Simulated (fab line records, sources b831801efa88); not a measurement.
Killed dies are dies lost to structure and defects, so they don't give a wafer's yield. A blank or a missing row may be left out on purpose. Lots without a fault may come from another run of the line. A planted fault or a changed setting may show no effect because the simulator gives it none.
Which tool did it? | flow sfq_line | 14 lots, 42 wafers sampled, at 3 steps of a route of 325

WHAT THE GAUGES READ, wafer by wafer
The record holds no reading of a measuring or inspecting step that can be judged against a usual standard deviation.

WHICH TOOL RAN EACH LOT (tool, then ch and the chambers of the sampled wafers, then the start)
lot  | SFQ_TRILAYER_I4_CMP_CMP_100   | SFQ_TRILAYER_I4_METRO_MEASURE_101 | SFQ_TRILAYER_I4_VIA_ETCH_VIA_ETCH_106
L680 | cmp-02 ch 1,2, day 47 16:37   | film_metro-03, day 47 19:14       | rie_diel-04 ch 1,2,3, day 49 04:58
L681 | cmp-02 ch 1,2, day 49 06:37   | film_metro-04, day 49 09:14       | rie_diel-03 ch 0,1, day 49 12:45
L683 | cmp-01 ch 1,2, day 49 10:07   | film_metro-04, day 49 13:38       | rie_diel-04 ch 0,2,3, day 49 16:46
L684 | cmp-01 ch 0,1, day 51 05:19   | film_metro-04, day 51 08:26       | rie_diel-04 ch 1,2, day 51 13:58
L686 | cmp-01 ch 0,1,3, day 51 21:19 | film_metro-01, day 51 23:26       | rie_diel-03 ch 0,1, day 52 02:57
L687 | cmp-01 ch 0,2, day 52 05:51   | film_metro-01, day 52 08:28       | rie_diel-02 ch 1,2,3, day 52 12:36
L689 | cmp-01 ch 2,3, day 52 21:24   | film_metro-03, day 53 00:31       | rie_diel-03 ch 1,2,3, day 57 08:58
L692 | cmp-01 ch 1,2,3, day 53 20:55 | film_metro-01, day 53 22:32       | rie_diel-03 ch 0,1, day 58 07:46
L698 | cmp-01 ch 0,2,3, day 57 17:55 | film_metro-03, day 57 19:32       | rie_diel-03 ch 1,3, day 61 01:09
L699 | cmp-01 ch 0,1,2, day 58 14:12 | film_metro-03, day 58 17:19       | rie_diel-03 ch 1,2,3, day 62 09:33
L700 | cmp-01 ch 0,2,3, day 58 20:12 | film_metro-01, day 58 23:19       | rie_diel-02 ch 0,1,3, day 62 17:57
L701 | cmp-02 ch 2,3, day 58 23:53   | film_metro-04, day 59 02:55       | rie_diel-02 ch 0,1,3, day 62 23:57
L702 | cmp-02 ch 0,2,3, day 59 02:23 | film_metro-01, day 59 05:43       | rie_diel-03 ch 2,3, day 63 03:33
L703 | cmp-01 ch 0,1, day 59 08:12   | film_metro-04, day 59 11:19       | rie_diel-03 ch 1,3, day 63 14:19
- SFQ_TRILAYER_I4_CMP_CMP_100: polishes SiO2.
- SFQ_TRILAYER_I4_METRO_MEASURE_101
- SFQ_TRILAYER_I4_VIA_ETCH_VIA_ETCH_106: etches SiO2 in CHF3, stops on Nb, target depth 260 nm.

WHAT THE TOOLS THEMSELVES READ (means of the sampled wafers that have a number; where no wafer has one, the mark that the record gives instead)
SFQ_TRILAYER_I4_CMP_CMP_100.
lot  | tool   | edge_zone_pressure_frac | motor_current_A (A) | slurry_filter_dp_kPa (kPa) | time_to_endpoint_s (s)
L680 | cmp-02 | 0.996                   | 9.4                 | 13.49                      | 225
L681 | cmp-02 | 0.995                   | 8.9                 | 13.54                      | 207
L683 | cmp-01 | 1.002                   | 9.0                 | 13.56                      | 204
L684 | cmp-01 | 1.001                   | 8.9                 | 13.54                      | 218
L686 | cmp-01 | 0.996                   | 9.6                 | 13.48                      | 227
L687 | cmp-01 | 0.993                   | 9.5                 | 13.50                      | 216
L689 | cmp-01 | 1.004                   | 10.3                | 13.57                      | 224
L692 | cmp-01 | 1.002                   | 9.8                 | 13.48                      | 223
L698 | cmp-01 | 0.999                   | 10.1                | 13.46                      | 217
L699 | cmp-01 | 0.996                   | 9.4                 | 13.38                      | 206
L700 | cmp-01 | 0.998                   | 9.8                 | 13.49                      | 216
L701 | cmp-02 | 0.998                   | 8.7                 | 13.35                      | 216
L702 | cmp-02 | 1.001                   | 8.7                 | 13.56                      | 209
L703 | cmp-01 | 0.999                   | 9.2                 | 13.45                      | 201

SFQ_TRILAYER_I4_METRO_MEASURE_101.
lot  | tool          | thk_nm (nm)
L680 | film_metro-03 | 200.7
L681 | film_metro-04 | 199.0
L683 | film_metro-04 | 199.6
L684 | film_metro-04 | 200.1
L686 | film_metro-01 | 200.3
L687 | film_metro-01 | 201.8
L689 | film_metro-03 | 194.6
L692 | film_metro-01 | 192.6
L698 | film_metro-03 | 199.0
L699 | film_metro-03 | 198.9
L700 | film_metro-01 | 199.0
L701 | film_metro-04 | 199.4
L702 | film_metro-01 | 198.9
L703 | film_metro-04 | 199.1

SFQ_TRILAYER_I4_VIA_ETCH_VIA_ETCH_106.
lot  | tool        | bias_w (W) | chamber_pressure_mTorr (mTorr) | drypump_motor_current_A (A) | oes_product_au (a.u.) | rf_fwd_power_W (W)
L680 | rie_diel-04 | 80.01      | 29.981                         | 5.9                         | 0.860                 | 498.5
L681 | rie_diel-03 | 79.84      | 29.989                         | 5.8                         | 0.858                 | 499.2
L683 | rie_diel-04 | 80.04      | 30.008                         | 5.6                         | 0.854                 | 497.7
L684 | rie_diel-04 | 80.05      | 29.994                         | 6.0                         | 0.855                 | 497.1
L686 | rie_diel-03 | 80.07      | 29.983                         | 6.3                         | 0.857                 | 498.4
L687 | rie_diel-02 | 80.06      | 30.010                         | 5.4                         | 0.860                 | 497.4
L689 | rie_diel-03 | 79.73      | 30.008                         | 5.9                         | 0.844                 | 498.3
L692 | rie_diel-03 | 80.23      | 29.991                         | 6.2                         | 0.834                 | 497.4
L698 | rie_diel-03 | 79.72      | 29.997                         | 5.8                         | 0.852                 | 497.7
L699 | rie_diel-03 | 79.83      | 30.005                         | 5.9                         | 0.852                 | 499.2
L700 | rie_diel-02 | 80.19      | 30.009                         | 5.6                         | 0.855                 | 497.6
L701 | rie_diel-02 | 79.80      | 30.024                         | 5.6                         | 0.848                 | 498.6
L702 | rie_diel-03 | 80.11      | 30.025                         | 5.5                         | 0.849                 | 498.6
L703 | rie_diel-03 | 79.89      | 29.995                         | 5.7                         | 0.851                 | 499.0

THE ANSWER, worked out from the rows above alone
Rule: what is usual is taken from the lots themselves. Put in order of their means at a reading, lots are off if they are a third of the lots or fewer, leave a main group of 4 or more, and stand apart from it by a gap of 3 or more times the standard deviation of the main group's means; of several such gaps the widest counts. A main group whose means are all the same, to the digits that the tables above print for the reading, isn't used. A lot without any number at a reading at which 4 lots or more have one is off too. The other lots that the step has rows for count as sound. The gauges are gone through in route order, then the tools' own readings, and for those a lot's mean is taken as printed above. The first step at which some lot is off is used, and at that step the reading that is off furthest; a lot without a number counts as furthest.
Off: L689, L692, at SFQ_TRILAYER_I4_METRO_MEASURE_101 (thk_nm). The main group: mean 199.7 nm, standard deviation 0.87.
A tool fits if, at that step or a process step before it, it ran every lot that is off, and no sound lot after the first of them. None of those tried fits.

WHAT THE SIMULATOR HAD PUT IN
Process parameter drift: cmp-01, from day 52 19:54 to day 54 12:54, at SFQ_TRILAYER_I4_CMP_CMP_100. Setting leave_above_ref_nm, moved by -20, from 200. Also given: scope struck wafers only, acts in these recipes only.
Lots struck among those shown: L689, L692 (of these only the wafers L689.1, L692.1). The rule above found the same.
